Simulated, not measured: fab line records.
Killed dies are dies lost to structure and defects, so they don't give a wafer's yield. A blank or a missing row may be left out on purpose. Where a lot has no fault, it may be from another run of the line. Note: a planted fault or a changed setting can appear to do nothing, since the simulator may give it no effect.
Matching of chambers || flow gf180mcu || cmp-02 running GF_V5_CMP_26: 4 sister chambers
The step polishes, stops on SiO2, t overpolish 15 s, target thk 0 nm. 4 wafers are shown with their chamber, then 12 later ones without.

## WAFERS PAIRED WITH THEIR CHAMBERS
{"wafer": "L087.6", "chamber": 2, "motor current A (A)": 11.7}
{"wafer": "L093.1", "chamber": 1, "motor current A (A)": 12.3}
{"wafer": "L093.2", "chamber": 3, "motor current A (A)": 8.7}
{"wafer": "L093.5", "chamber": 0, "motor current A (A)": 10.3}

## WAFERS WHOSE CHAMBER IS MISSING
{"wafer": "L093.3", "motor current A (A)": 10.9}
{"wafer": "L093.4", "motor current A (A)": 11.9}
{"wafer": "L093.6", "motor current A (A)": 9.4}
{"wafer": "L095.1", "motor current A (A)": 11.8}
{"wafer": "L095.4", "motor current A (A)": 9.2}
{"wafer": "L095.5", "motor current A (A)": 12.4}
{"wafer": "L095.2", "motor current A (A)": 11.8}
{"wafer": "L095.3", "motor current A (A)": 10.7}
{"wafer": "L095.6", "motor current A (A)": 11.6}
{"wafer": "L097.2", "motor current A (A)": 9.0}
{"wafer": "L097.5", "motor current A (A)": 9.2}
{"wafer": "L097.6", "motor current A (A)": 11.4}

## WHICH CHAMBER EACH WENT THROUGH
{"wafer": "L093.3", "from the rows above": "can't be placed: 0 or 2", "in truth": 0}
{"wafer": "L093.4", "from the rows above": "can't be placed: 2 or 1", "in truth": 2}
{"wafer": "L093.6", "from the rows above": "can't be placed: 3 or 0", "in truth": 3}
{"wafer": "L095.1", "from the rows above": "can't be placed: 2 or 1", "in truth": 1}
{"wafer": "L095.4", "from the rows above": "can't be placed: 3 or 0", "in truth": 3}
{"wafer": "L095.5", "from the rows above": "can't be placed: 1 or 2", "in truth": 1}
{"wafer": "L095.2", "from the rows above": "can't be placed: 2 or 1", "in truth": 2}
{"wafer": "L095.3", "from the rows above": "can't be placed: 0 or 2", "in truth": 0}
{"wafer": "L095.6", "from the rows above": "can't be placed: 2 or 1", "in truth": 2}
{"wafer": "L097.2", "from the rows above": 3, "in truth": 3}
{"wafer": "L097.5", "from the rows above": "can't be placed: 3 or 0", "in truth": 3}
{"wafer": "L097.6", "from the rows above": "can't be placed: 2 or 1", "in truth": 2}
Correct placement for 1 of the 12. Unplaceable from these rows: 11, with the true chamber sitting among the candidates in 11. Wrongly placed: 0.
How it was worked out, from the rows above alone: a wafer's distance from a chamber is the root of the sum, over the readings, of the square of ((its reading less the chamber's mean) divided by the reading's scatter). If the next closest chamber is less than 2 further off than the closest, the wafer can't be placed; otherwise it belongs to the closest. For every chamber, the mean is computed from those of its wafers that are shown. The scatter: with one shown wafer a chamber, the root of the mean of the squares of how far each hidden wafer lies from its nearest shown one.
